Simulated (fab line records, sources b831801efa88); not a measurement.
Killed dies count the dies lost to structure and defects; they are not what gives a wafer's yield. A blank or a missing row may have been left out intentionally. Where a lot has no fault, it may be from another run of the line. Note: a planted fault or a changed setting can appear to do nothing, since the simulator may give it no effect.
fab line records	flow sky130
record: lots: 5	wafers: 15	last_day: 50
route steps=708 shown CAP2M@604 METAL4@621 VIA4@639 PAD_OPEN@708
lots untouched by any fault: they come from a run of this same line in which no faults occurred
start_h: hours from the record's opening day to when the first of the lot's shown wafers began	wait_h: hours since the lot's step before	" the same as in the row above	L1.1+2: a row that stands for several wafers	- either no value or no given start	* or withheld: withheld	< > ~ a bound
route shown NAME@n: a module of which the file shows steps, and the number in the route of the first	usual: mean/standard deviation taken from wafers without a fault	same: alike in all rows	chamber/n: place in a boat	sites: the reading at each site	_std_site: the standard deviation of these	_edge_site: inner sites' mean taken away from outer sites' mean	radius_mm: how far each site lies from the wafer's centre	mask NAME#n: copy n	behind: the tool/chamber that last shaped the wafer	hold: the reason the lot was held/the length of the hold in hours/how it ended	device: the transistor (n, p or np) that didn't switch	end of line: the route-end tests of the same wafers	a step without rows: its recipe alone	killed: not the wafer's yield, but the dies lost to structure and defects at the first sort	map: a wafer's dies, marking killed ones x, the rest . and places with no die _
set.NAME: the setting as run; set.NAME@STEP: as run at that earlier step	model.NAME: the simulator's own value behind a step, which no gauge read
certain route steps with their lots: each step a table, each wafer a row
services: a tool's chamber out of use, with start hour (start_h, from the record's first day; less than 0 if before it), hours out, and reason
== steps ==
step: SKY_CAP2M_THK_MEAS_01
recipe: reads: SiO2_of_CAP2M_CVD_00
usual: CAP2M_CVD_00_THK: 15.40/0.25
lot.wafer	tool	chamber	start_h	wait_h	CAP2M_CVD_00_THK[nm]
L817.2	film_metro-02	-	927.97	-	15.50
L817.3	"	-	"	"	15.39
L817.6	"	-	"	"	15.61
L823.2	film_metro-02	-	980.76	-	14.87
L823.5	"	-	"	"	15.35
L823.6	"	-	"	"	15.21
L831.2	film_metro-02	-	1028.02	-	15.14
L831.4	"	-	"	"	15.22
L831.5	"	-	"	"	15.27
L835.3	film_metro-04	-	1050.64	-	15.20
L835.4	"	-	"	"	15.41
L835.6	"	-	"	"	15.48
L840.1	film_metro-04	-	1089.81	-	15.55
L840.5	"	-	"	"	15.44
L840.6	"	-	"	"	15.54
step: SKY_CAP2M_SPUTTER_02
recipe: material: TiN	target_thk_nm: 200	temp_c: 300	power_w: 6500	time_s: 166.7	chamber_pressure_pa: 0.4
usual: throttle_valve_pct: 30.5/1.1
same: time_s: 166.7
lot.wafer	tool	chamber	start_h	wait_h	throttle_valve_pct
L817.2	pvd_sputter-04	-	928.02	0.0	27.8
L817.3	"	-	"	"	29.8
L817.6	"	-	"	"	29.9
L823.2	pvd_sputter-02	-	980.81	0.0	31.3
L823.5	"	-	"	"	31.5
L823.6	"	-	"	"	32.0
L831.2	pvd_sputter-01	-	1028.07	0.0	28.8
L831.4	"	-	"	"	31.4
L831.5	"	-	"	"	31.3
L835.3	pvd_sputter-02	-	1050.68	0.0	30.1
L835.4	"	-	"	"	31.1
L835.6	"	-	"	"	30.1
L840.1	pvd_sputter-01	-	1089.87	0.1	29.0
L840.5	"	-	"	"	28.8
L840.6	"	-	"	"	29.3
step: SKY_CAP2M_RS_MEAS_03
recipe: thk_meas_gauge: four-point-probe	reads: TiN_of_CAP2M_SPUTTER_02
usual: CAP2M_TIN_RS: 6.91/0.083
lot.wafer	tool	chamber	start_h	wait_h	CAP2M_TIN_RS[ohm/sq]
L817.2	film_metro-01	-	928.15	0.1	6.92
L817.3	"	-	"	"	6.85
L817.6	"	-	"	"	6.92
L823.2	film_metro-04	-	980.94	0.1	6.99
L823.5	"	-	"	"	7.01
L823.6	"	-	"	"	6.87
L831.2	film_metro-01	-	1028.20	0.1	6.86
L831.4	"	-	"	"	6.88
L831.5	"	-	"	"	6.83
L835.3	film_metro-01	-	1050.83	0.1	6.76
L835.4	"	-	"	"	6.83
L835.6	"	-	"	"	6.85
L840.1	film_metro-02	-	1089.98	0.1	6.87
L840.5	"	-	"	"	6.86
L840.6	"	-	"	"	6.97
step: SKY_CAP2M_THK_MEAS_04
recipe: thk_meas_gauge: xrf	reads: TiN_of_CAP2M_SPUTTER_02
usual: CAP2M_TIN_THK: 202.3/2.7
lot.wafer	tool	chamber	start_h	wait_h	CAP2M_TIN_THK[nm]
L817.2	film_metro-01	-	928.26	0.1	201.2
L817.3	"	-	"	"	204.1
L817.6	"	-	"	"	202.4
L823.2	film_metro-04	-	981.05	0.1	200.1
L823.5	"	-	"	"	199.5
L823.6	"	-	"	"	203.5
L831.2	film_metro-01	-	1028.31	0.1	201.8
L831.4	"	-	"	"	201.4
L831.5	"	-	"	"	202.5
L835.3	film_metro-01	-	1050.93	0.1	206.4
L835.4	"	-	"	"	204.1
L835.6	"	-	"	"	203.7
L840.1	film_metro-02	-	1090.10	0.1	204.6
L840.5	"	-	"	"	204.8
L840.6	"	-	"	"	202.1
step: SKY_CAP2M_DEHYDRATE_05
recipe: temp_c: 200	time_s: 60
step: SKY_CAP2M_HMDS_06
recipe: prime_time_s: 60	prime_temp_c: 120
step: SKY_CAP2M_COAT_07
recipe: resist: NOVOLAK	spin_rpm: 3000	resist_thk_nm: 1140
step: SKY_CAP2M_SOFTBAKE_08
recipe: temp_c: 90	time_s: 60	resist: NOVOLAK
step: SKY_CAP2M_EXPOSE_09
recipe: mask_id: CAP2M	na: 0.6	source_shape: conventional	sigma_outer: 0.6	polarization: unpolarized	target_cd_nm: 1000	dose_mj: 159
step: SKY_CAP2M_PEB_10
recipe: temp_c: withheld	time_s: *	resist: NOVOLAK
step: SKY_CAP2M_DEVELOP_11
recipe: resist: NOVOLAK	developer: TMAH	develop_time_s: 60	dev_temp_c: 23
step: SKY_CAP2M_OVL_MEAS_12
usual: CAP2M_OVL: -1.4/1.6
lot.wafer	tool	chamber	start_h	wait_h	CAP2M_OVL[nm]
L817.2	overlay-01	-	953.64	0.1	-3.2
L817.3	"	-	"	"	-1.9
L817.6	"	-	"	"	0.4
L823.2	overlay-02	-	1004.18	0.1	-4.4
L823.5	"	-	"	"	-2.1
L823.6	"	-	"	"	-3.5
L831.2	overlay-02	-	1050.59	0.1	-0.5
L831.4	"	-	"	"	0.7
L831.5	"	-	"	"	0.1
L835.3	overlay-02	-	1071.59	0.1	-2.7
L835.4	"	-	"	"	-4.1
L835.6	"	-	"	"	-3.8
L840.1	overlay-01	-	1110.48	0.1	1.4
L840.5	"	-	"	"	-1.3
L840.6	"	-	"	"	1.2
step: SKY_CAP2M_METAL_ETCH_13
recipe: target_depth_nm: 220	stop_on: SiO2	chemistry: Cl2/BCl3	target: TiN	pressure_mtorr: 10	icp_w: 900	bias_w: 48.5	Cl2_flow_sccm: 60	bcl3_flow_sccm: 30	time_s: 62.9
usual: drypump_motor_current_A: 5.3/0.39	oes_product_au: 0.942/0.0076	throttle_valve_pct: 21.902/0.01
same: time_s: 62.9
lot.wafer	tool	chamber	start_h	wait_h	drypump_motor_current_A	oes_product_au	rf_hours_counter_h	throttle_valve_pct
L817.2	rie_metal-04	0	953.67	0.0	4.9	0.940	13	21.882
L817.3	"	0	"	"	4.9	0.949	-	21.889
L817.6	"	1	"	"	4.7	0.939	-	21.904
L823.2	rie_metal-02	0	1004.21	0.0	5.3	0.938	5	21.897
L823.5	"	0	"	"	5.3	0.936	-	21.905
L823.6	"	1	"	"	5.9	0.941	-	21.908
L831.2	rie_metal-03	1	1050.62	0.0	5.7	0.957	9	21.895
L831.4	"	1	"	"	5.7	0.937	-	21.890
L831.5	"	0	"	"	5.4	0.955	-	21.907
L835.3	rie_metal-03	0	1071.66	0.1	5.4	0.949	-	21.894
L835.4	"	0	"	"	5.4	0.950	-	21.901
L835.6	"	0	"	"	5.4	0.949	-	21.910
L840.1	rie_metal-04	0	1110.52	0.0	4.9	0.946	21	21.911
L840.5	"	1	"	"	4.7	0.944	-	21.900
L840.6	"	0	"	"	4.9	0.935	-	21.900
step: SKY_CAP2M_STRIP_14
recipe: chemistry: O2/N2	power_w: 1400	pressure_mtorr: 1500	platen_temp_c: withheld	o2_flow_sccm: 3000	n2_flow_sccm: 300	overash_fraction: 0.5
usual: drypump_motor_current_A: 5.4/0.38	oes_product_au: 0.710/0.0045	strip_time_to_endpoint_s: 12.64/0.04
lot.wafer	tool	chamber	start_h	wait_h	drypump_motor_current_A	oes_product_au	rf_hours_counter_h	strip_time_to_endpoint_s
L817.2	plasma_asher-03	1	953.75	0.1	5.3	0.701	109	12.70
L817.3	"	1	"	"	5.3	0.715	-	12.72
L817.6	"	0	"	"	5.6	0.711	-	12.71
L823.2	plasma_asher-03	0	1004.29	0.1	5.5	0.710	114	12.61
L823.5	"	1	"	"	5.3	0.709	-	12.64
L823.6	"	0	"	"	5.5	0.707	-	12.62
L831.2	plasma_asher-03	1	1050.70	0.1	5.3	0.705	119	12.69
L831.4	"	1	"	"	5.3	0.704	-	12.71
L831.5	"	1	"	"	5.4	0.715	-	12.66
L835.3	plasma_asher-02	1	1071.80	0.1	5.6	0.712	-	12.67
L835.4	"	0	"	"	6.2	0.701	-	12.65
L835.6	"	1	"	"	5.6	0.705	-	12.66
L840.1	plasma_asher-03	0	1110.60	0.1	5.5	0.711	4	12.62
L840.5	"	0	"	"	5.5	0.711	-	12.64
L840.6	"	1	"	"	5.4	0.710	-	12.59
step: SKY_CAP2M_STRIP_15
recipe: chemistry: post_etch_residue_remover	time_s: 1200	temp_c: 72.5
step: SKY_CAP2M_CLEAN_16
recipe: chemistry: IPA	time_s: 180	temp_c: 25
step: SKY_CAP2M_CLEAN_17
recipe: chemistry: O3/DIW	dry: n2_spin
step: SKY_METAL4_DEHYDRATE_05
recipe: temp_c: 200	time_s: 60
step: SKY_METAL4_HMDS_06
recipe: prime_time_s: 60	prime_temp_c: 120
step: SKY_METAL4_COAT_07
recipe: resist: BARC	temp_c: withheld	time_s: withheld	spin_rpm: 3000	resist_thk_nm: 60
step: SKY_METAL4_COAT_08
recipe: resist: KrF-thick	spin_rpm: 3000	resist_thk_nm: 1140
step: SKY_METAL4_SOFTBAKE_09
recipe: temp_c: 100	time_s: 90	resist: KrF-thick
step: SKY_METAL4_EXPOSE_10
recipe: mask_id: MM4	na: 0.68	source_shape: annular	sigma_inner: 0.4	sigma_outer: 0.8	target_cd_nm: 300	dose_mj: 28
step: SKY_METAL4_PEB_11
recipe: peb_temp_c: withheld	peb_time_s: withheld	resist: KrF-thick
step: SKY_METAL4_DEVELOP_12
recipe: develop_time_s: 60	resist: KrF-thick	dev_temp_c: 21
step: SKY_METAL4_CD_MEAS_13
recipe: target_cd_nm: 300
usual: cd_nm: 300.1/1.5
lot.wafer	tool	chamber	start_h	wait_h	cd_nm
L817.2	cd_sem-02	-	978.90	-	300.2
L817.3	"	-	"	"	301.6
L817.6	"	-	"	"	300.4
L823.2	cd_sem-02	-	1027.94	-	301.0
L823.5	"	-	"	"	301.1
L823.6	"	-	"	"	301.1
L831.2	cd_sem-01	-	1073.13	-	299.0
L831.4	"	-	"	"	299.8
L831.5	"	-	"	"	299.6
L835.3	cd_sem-01	-	1093.11	-	297.8
L835.4	"	-	"	"	298.7
L835.6	"	-	"	"	297.3
L840.1	cd_sem-01	-	1129.87	-	301.1
L840.5	"	-	"	"	299.6
L840.6	"	-	"	"	300.1
step: SKY_METAL4_OVL_MEAS_14
usual: METAL4_OVL: 0/6.2
lot.wafer	tool	chamber	start_h	wait_h	METAL4_OVL[nm]
L817.2	overlay-01	-	979.01	0.1	8
L817.3	"	-	"	"	10
L817.6	"	-	"	"	7
L823.2	overlay-01	-	1028.05	0.1	-12
L823.5	"	-	"	"	-10
L823.6	"	-	"	"	-11
L831.2	overlay-02	-	1073.24	0.1	-8
L831.4	"	-	"	"	-8
L831.5	"	-	"	"	-5
L835.3	overlay-02	-	1093.21	0.1	-5
L835.4	"	-	"	"	-3
L835.6	"	-	"	"	2
L840.1	overlay-01	-	1129.99	0.1	9
L840.5	"	-	"	"	5
L840.6	"	-	"	"	-2
step: SKY_METAL4_DESCUM_15
recipe: chemistry: O2	source_power_w: 150	bias_power_w: 0	pressure_mtorr: 10	temp_c: 40	time_s: 8
usual: drypump_motor_current_A: 5.3/0.49	oes_product_au: 1.004/0.0084
same: time_s: 8
lot.wafer	tool	chamber	start_h	wait_h	drypump_motor_current_A	oes_product_au	rf_hours_counter_h
L817.2	rie_metal-02	1	979.05	0.0	5.9	0.998	-
L817.3	"	1	"	"	5.9	1.008	-
L817.6	"	1	"	"	5.9	0.997	-
L823.2	rie_metal-01	1	1028.09	0.0	5.0	1.006	-
L823.5	"	1	"	"	5.0	0.988	-
L823.6	"	1	"	"	5.0	1.005	-
L831.2	rie_metal-02	1	1073.27	0.0	5.9	1.015	17
L831.4	"	0	"	"	5.3	1.007	-
L831.5	"	1	"	"	5.9	1.022	-
L835.3	rie_metal-04	0	1093.24	0.0	4.9	0.990	-
L835.4	"	1	"	"	4.6	0.997	-
L835.6	"	0	"	"	5.0	0.996	-
L840.1	rie_metal-01	0	1130.03	0.0	5.9	1.016	8
L840.5	"	0	"	"	6.0	1.019	-
L840.6	"	0	"	"	6.0	1.018	-
step: SKY_METAL4_ETCH_16
recipe: chemistry: N2/H2	target: BARC	ion_energy_ev: 200	bias_w: 100	pressure_mtorr: 30	n2_flow_sccm: 100	h2_flow_sccm: 200	icp_w: 500	stop_on: SiO2	time_s: 88.2	target_depth_a: 600
step: SKY_METAL4_ETCH_17
recipe: target: SiO2	stop_on: TiN	chemistry: C4F8/O2/Ar	source_w: 1500	bias_w: 1200	pressure_mtorr: 40	c4f8_flow_sccm: withheld	O2_flow_sccm: 6	Ar_flow_sccm: 300	time_s: 3.9	target_depth_a: 150
usual: oes_product_au: 0.752/0.008
same: time_s: 3.9
lot.wafer	tool	chamber	start_h	wait_h	oes_product_au	rf_hours_counter_h
L817.2	rie_diel-01	0	979.30	0.1	0.753	22
L817.3	"	1	"	"	0.748	20
L817.6	"	2	"	"	0.751	-
L823.2	rie_diel-02	3	1028.34	0.1	0.736	5
L823.5	"	1	"	"	0.744	-
L823.6	"	2	"	"	0.755	-
L831.2	rie_diel-04	3	1073.40	0.1	0.742	13
L831.4	"	0	"	"	0.741	15
L831.5	"	3	"	"	0.751	-
L835.3	rie_diel-02	1	1093.36	0.0	0.749	18
L835.4	"	3	"	"	0.757	7
L835.6	"	1	"	"	0.754	-
L840.1	rie_diel-02	1	1130.29	0.2	0.762	20
L840.5	"	2	"	"	0.753	-
L840.6	"	3	"	"	0.754	-
step: SKY_METAL4_METAL_ETCH_18
recipe: target_depth_a: 8450	stop_on: SiO2	over_etch_frac: 0.3	time_s: 183.1	chemistry: Cl2/BCl3	resist_sidewall_deg: 88	pressure_mtorr: 10	icp_w: 900	bias_w: 48.5	Cl2_flow_sccm: 60	bcl3_flow_sccm: 30
step: SKY_METAL4_STRIP_19
recipe: chemistry: O2/N2	power_w: 1400	pressure_mtorr: 1500	platen_temp_c: withheld	o2_flow_sccm: 3000	n2_flow_sccm: 300	overash_fraction: 0.5
step: SKY_METAL4_STRIP_20
recipe: chemistry: post_etch_residue_remover	time_s: 1200	temp_c: 72.5
step: SKY_METAL4_CLEAN_21
recipe: chemistry: IPA	time_s: 180	temp_c: 25
step: SKY_METAL4_CLEAN_22
recipe: chemistry: O3/DIW	dry: n2_spin
step: SKY_VIA4_HDPCVD_00
recipe: material: SiO2	target_thk_nm: 1750	sigma_open_frac: 0.3	time_s: 291.7	temp_c: 400	sih4_flow_sccm: 60	pressure_mtorr: 6
step: SKY_VIA4_THK_MEAS_01
recipe: reads: SiO2_of_VIA4_HDPCVD_00
usual: VIA4_HDPCVD_THK: 1746/19
lot.wafer	tool	chamber	start_h	wait_h	VIA4_HDPCVD_THK[nm]
L817.2	film_metro-03	-	980.42	0.1	1748
L817.3	"	-	"	"	1760
L817.6	"	-	"	"	1756
L823.2	film_metro-03	-	1029.36	0.1	1736
L823.5	"	-	"	"	1723
L823.6	"	-	"	"	1736
L831.2	film_metro-02	-	1074.37	0.1	1738
L831.4	"	-	"	"	1741
L831.5	"	-	"	"	1739
L835.3	film_metro-03	-	1094.35	0.1	1748
L835.4	"	-	"	"	1729
L835.6	"	-	"	"	1746
L840.1	film_metro-03	-	1131.26	0.1	1753
L840.5	"	-	"	"	1766
L840.6	"	-	"	"	1759
step: SKY_VIA4_CMP_02
recipe: material: SiO2	down_force_psi: 4	platen_rpm: 60	pad_velocity_m_s: 0.94248
usual: motor_current_A: 12.2/1	platen_rpm: 59.99/0.039	slurry_flow_ml_min: 150.0/0.49
lot.wafer	tool	chamber	start_h	wait_h	motor_current_A	platen_rpm	slurry_flow_ml_min
L817.2	cmp-01	1	980.67	0.2	11.6	59.97	150.5
L817.3	"	2	"	"	13.5	60.01	150.9
L817.6	"	0	"	"	13.0	60.01	150.3
L823.2	cmp-02	0	1029.46	0.1	14.1	59.97	150.4
L823.5	"	3	"	"	10.6	59.94	149.4
L823.6	"	0	"	"	13.6	59.95	150.4
L831.4	cmp-01	0	1074.52	0.1	11.8	60.06	150.2
L831.2	"	1	"	"	11.8	59.94	150.3
L831.5	"	3	"	"	11.7	59.99	150.2
L835.4	cmp-02	1	1094.96	0.6	11.9	59.97	150.4
L835.3	"	0	"	"	13.8	60.01	149.6
L835.6	"	1	"	"	12.7	59.96	150.3
L840.1	cmp-02	3	1131.47	0.2	10.8	60.10	149.5
L840.5	"	0	"	"	13.6	60.00	149.6
L840.6	"	1	"	"	12.3	59.95	151.1
step: SKY_VIA4_BOW_MEAS_03
recipe: mode: bow
usual: VIA4_BOW: 79/8.1
lot.wafer	tool	chamber	start_h	wait_h	VIA4_BOW[um]
L817.2	film_metro-03	-	980.89	0.2	80
L817.3	"	-	"	"	69
L817.6	"	-	"	"	70
L823.2	film_metro-02	-	1029.73	0.2	68
L823.5	"	-	"	"	76
L823.6	"	-	"	"	86
L831.2	film_metro-02	-	1074.74	0.1	77
L831.4	"	-	"	"	89
L831.5	"	-	"	"	74
L835.3	film_metro-02	-	1095.30	0.1	83
L835.4	"	-	"	"	73
L835.6	"	-	"	"	87
L840.1	film_metro-03	-	1131.62	0.1	89
L840.5	"	-	"	"	80
L840.6	"	-	"	"	87
step: SKY_VIA4_DEHYDRATE_04
recipe: temp_c: 200	time_s: 60
step: SKY_VIA4_HMDS_05
recipe: prime_time_s: 60	prime_temp_c: 120
step: SKY_VIA4_COAT_06
recipe: resist: NOVOLAK	spin_rpm: 3000	resist_thk_nm: 1140
step: SKY_PAD_OPEN_PROBE_99
usual: defect_limited_yield: 83.0/2	killed_at_M0_to_M3: 43/7.1	killed_at_M4_up: 3.1/1.7	killed_at_contacts: 23/5.1	killed_at_front_end: 14/4.4	killed_at_other: 0.3/0.47	killed_dies: 84/9.9	killed_open: 45/6.6	killed_short: 38/6.8	sort_bin_3_pad_short: 0.8/0.4	sort_bin_5_function: 10.1/1.4	sort_bin_6_memory: 6.1/1.2	sort_n_pass: 408/9.9	sort_yield_pct: 83.0/2
same: gross_dies: 492	killed_at_back_side: 0	sort_bin_4_leakage[%]: 0	sort_bin_8_speed[%]: 0
lot.wafer	tool	chamber	start_h	wait_h	defect_limited_yield[%]	killed_at_M0_to_M3	killed_at_M4_up	killed_at_contacts	killed_at_front_end	killed_at_other	killed_dies	killed_open	killed_short	sort_bin_3_pad_short[%]	sort_bin_5_function[%]	sort_bin_6_memory[%]	sort_n_pass	sort_yield_pct[%]	model.etest.tester.sort_n_pass	model.etest.tester.sort_yield_pct	model.etest.tester.sort_bin_5_pct	model.etest.tester.sort_bin_3_pct
L823.2	prober-02	-	1120.66	0.1	83.1	44	4	21	14	0	83	48	35	0.4	11.4	5.1	409	83.1	409	83.13	11.38	0.4065
L823.5	prober-02	-	1120.81	0.2	82.3	29	6	33	18	1	87	45	42	0.6	11.6	5.5	405	82.3	405	82.32	11.59	0.6098
L823.6	prober-02	-	1120.86	0.2	84.6	38	3	16	18	1	76	44	32	0.6	10.2	4.7	416	84.6	416	84.55	10.16	0.6098
L831.2	prober-01	-	1158.90	0.1	72.0	45	0	22	18	53	138	51	34	4.7	18.5	4.9	354	72.0	354	71.95	18.5	4.675
L831.4	prober-01	-	1159.00	0.2	75.0	41	4	21	3	54	123	33	36	4.1	13.8	7.1	369	75.0	369	75	13.82	4.065
L831.5	prober-01	-	1159.05	0.2	84.3	45	5	13	14	0	77	43	34	0.4	8.5	6.7	415	84.3	415	84.35	8.537	0.4065
L835.3	prober-02	-	1175.95	0.2	83.9	31	3	26	19	0	79	45	34	0.4	8.9	6.7	413	83.9	413	83.94	8.943	0.4065
L835.4	prober-02	-	1176.00	0.2	83.9	47	5	18	9	0	79	42	37	1.2	10.6	4.3	413	83.9	413	83.94	10.57	1.22
L835.6	prober-02	-	1176.10	0.2	81.5	51	5	20	14	1	91	43	48	0.8	12.8	4.9	401	81.5	401	81.5	12.8	0.813
L840.1	prober-02	-	1202.99	0.1	85.8	35	1	23	11	0	70	36	34	0.2	9.3	4.7	422	85.8	422	85.77	9.35	0.2033
L840.5	prober-02	-	1203.19	0.2	83.1	46	4	20	13	0	83	46	37	1.4	10.2	5.3	409	83.1	409	83.13	10.16	1.423
L840.6	prober-02	-	1203.24	0.2	84.1	34	1	28	15	0	78	45	33	0.6	9.3	5.9	414	84.1	414	84.15	9.35	0.6098
killed by level:class
L823.2 LI_CONTACT:geometric_particle:open=9 VIA1:geometric_particle:open=9 VIA2:geometric_particle:open=8 FIELD_ISO:geometric_particle:open=6 METAL1:geometric_particle:short=6 VIA3:geometric_particle:open=6 METAL2:geometric_particle:short=5 CONTACT:geometric_particle:short=4
L823.5 CONTACT:geometric_particle:open=14 LI_CONTACT:geometric_particle:open=8 VIA1:geometric_particle:open=7 POLY_GATE:geometric_particle:short=6 LOCAL_INTERCONNECT:geometric_particle:short=5 FIELD_ISO:geometric_particle:short=4 POLY_GATE:geometric_particle:open=4 METAL1:geometric_particle:short=4
L823.6 VIA1:geometric_particle:open=11 CONTACT:geometric_particle:open=7 METAL2:geometric_particle:short=7 LI_CONTACT:geometric_particle:open=6 FIELD_ISO:geometric_particle:open=5 POLY_GATE:geometric_particle:open=5 POLY_GATE:geometric_particle:short=4 VIA3:geometric_particle:open=4
L831.2 CAP2M:unspecified=53 VIA1:geometric_particle:open=11 VIA1:geometric_particle:short=9 LI_CONTACT:geometric_particle:open=8 CONTACT:geometric_particle:open=8 VIA2:geometric_particle:open=6 POLY_GATE:geometric_particle:open=5 METAL2:geometric_particle:short=5
L831.4 CAP2M:unspecified=54 VIA1:geometric_particle:open=9 VIA1:geometric_particle:short=9 LOCAL_INTERCONNECT:geometric_particle:short=7 VIA3:geometric_particle:open=6 LI_CONTACT:geometric_particle:open=5 METAL2:geometric_particle:short=5 CONTACT:geometric_particle:open=4
L831.5 VIA1:geometric_particle:open=11 METAL1:geometric_particle:short=10 CONTACT:geometric_particle:open=7 VIA3:geometric_particle:open=7 FIELD_ISO:geometric_particle:short=5 LI_CONTACT:geometric_particle:open=5 VIA2:geometric_particle:open=5 POLY_GATE:geometric_particle:open=4
L835.3 CONTACT:geometric_particle:open=14 FIELD_ISO:geometric_particle:open=7 CONTACT:geometric_particle:short=6 VIA1:geometric_particle:open=5 VIA3:geometric_particle:open=5 SPACER:geometric_particle:short=4 LI_CONTACT:geometric_particle:open=4 METAL1:geometric_particle:short=4
L835.4 VIA1:geometric_particle:open=19 CONTACT:geometric_particle:open=8 VIA1:geometric_particle:short=6 VIA3:geometric_particle:open=6 CONTACT:geometric_particle:short=5 METAL2:geometric_particle:short=5 METAL4:geometric_particle:short=5 METAL1:geometric_particle:short=3
L835.6 VIA1:geometric_particle:open=14 CONTACT:geometric_particle:open=6 METAL2:geometric_particle:short=6 VIA3:geometric_particle:open=6 CONTACT:geometric_particle:short=5 VIA3:geometric_particle:short=5 VIA1:geometric_particle:short=5 FIELD_ISO:geometric_particle:short=4
L840.1 LI_CONTACT:geometric_particle:open=8 VIA2:geometric_particle:open=7 CONTACT:geometric_particle:open=6 LOCAL_INTERCONNECT:geometric_particle:short=5 METAL1:geometric_particle:short=5 VIA1:geometric_particle:open=5 VIA1:geometric_particle:short=4 POLY_GATE:geometric_particle:short=3
L840.5 VIA1:geometric_particle:open=15 CONTACT:geometric_particle:open=7 METAL2:geometric_particle:short=7 FIELD_ISO:geometric_particle:open=5 CONTACT:geometric_particle:short=5 METAL1:geometric_particle:short=4 LI_CONTACT:geometric_particle:open=4 LOCAL_INTERCONNECT:geometric_particle:short=4
L840.6 LI_CONTACT:geometric_particle:open=10 CONTACT:geometric_particle:open=8 VIA1:geometric_particle:open=7 METAL1:geometric_particle:short=7 VIA2:geometric_particle:open=7 LI_CONTACT:geometric_particle:short=5 FIELD_ISO:geometric_particle:open=4 VIA3:geometric_particle:open=4
map L831.2 (x killed, . not)
__________....x....._________
________..........x..._______
______.....x...xxx......_____
_____.xx.......xx....x...____
____xxxxx..x.......xxxx..x___
___xxxxxx...........xx..x.x__
__xxxxxxxx......x.....xx...._
_xxxxxxxxxx.x.............x..
_xxxxxxxxx...x.......x...x..x
_xxxxxxxxxx..........x...xxx.
_..xxxxxxx....x...xx...x..x..
_...xxxx.........x.........x.
_....x....x...x.......xxx....
_..x....xx......x............
_.........x.xxxxx...x........
__.................x........_
___...............x....x...__
____.xx..........x..xxx..x___
_____.........x.x.....x..____
______.....x..x..x......_____
________.........x.xx._______
__________xx........_________
map L835.6 (x killed, . not)
__________.x.x......_________
________............x._______
______.x.xxx.........x.._____
_____..x...........x.x...____
____.....xx.xx....x.......___
___..x..xxx.x......x.xx....__
__x.......x....x..x.......x._
_x...x...x..........x.......x
_....xx...x........x....xx...
_...........x..x.........x...
_x...............x..x.......x
_..............x.....x.......
_....x.xxx.........xx...x....
_....x..x.....x.......x....x.
_.x..x...x..............x....
__..........x...x.....x....._
___.x.....x..x...x.........__
____.....x.x............x.___
_____.xx..x.........x...x____
______.x.x.x...x..x...x._____
________.......x.x...._______
__________x...xx...._________
== services ==
tool	chamber	start_h	hours	kind
cmp-02	-	912.02	4.0	pm
cmp-02	-	914.58	6.1	repair
pvd_sputter-01	-	917.96	1.3	repair
rie_diel-02	-	926.08	1.0	repair
cmp-02	-	926.61	0.6	repair
cmp-02	-	938.89	0.2	repair
rie_diel-02	-	943.86	4.4	repair
rie_metal-04	-	953.81	15.6	pm
rie_metal-01	-	954.03	0.5	repair
rie_diel-02	1	955.46	9.7	repair
rie_metal-02	0	976.26	21.6	repair
rie_diel-02	0	985.41	3.5	repair
rie_diel-02	-	990.60	1.5	repair
rie_metal-04	-	991.72	2.8	pm
rie_diel-02	-	1003.04	15.6	pm
cmp-02	-	1009.53	1.1	repair
cmp-02	-	1009.97	4.2	repair
rie_diel-02	0	1052.24	3.3	repair
plasma_asher-03	-	1055.25	9.0	pm
cmp-02	-	1076.67	0.2	repair
plasma_asher-03	-	1079.78	0.3	repair
rie_diel-02	3	1080.82	4.8	repair
plasma_asher-03	-	1089.65	1.3	repair
plasma_asher-03	-	1124.73	2.8	pm
== key ==
first_sign: step: SKY_PAD_OPEN_PROBE_99	reading: killed_at_other	direction: up	sigmas: 53	usual: 0.3	struck: 53.5
effect: step: SKY_PAD_OPEN_PROBE_99	reading: sort_bin_3_pad_short	direction: up	sigmas: 9	usual: 0.8	struck: 4.4
model_effect: step: SKY_PAD_OPEN_PROBE_99	value: etest.tester.sort_n_pass	without: 406	struck: 361.5
met_at SKY_CAP2M_METAL_ETCH_13
struck_wafers L831.2,L831.4
fault: kind: chamber_particle_source	tool: rie_metal-03	chamber: 1	onset_h: 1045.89	steps: SKY_CAP2M_METAL_ETCH_13	rate_per_visit_cm2: 1.1176	end_h: 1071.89
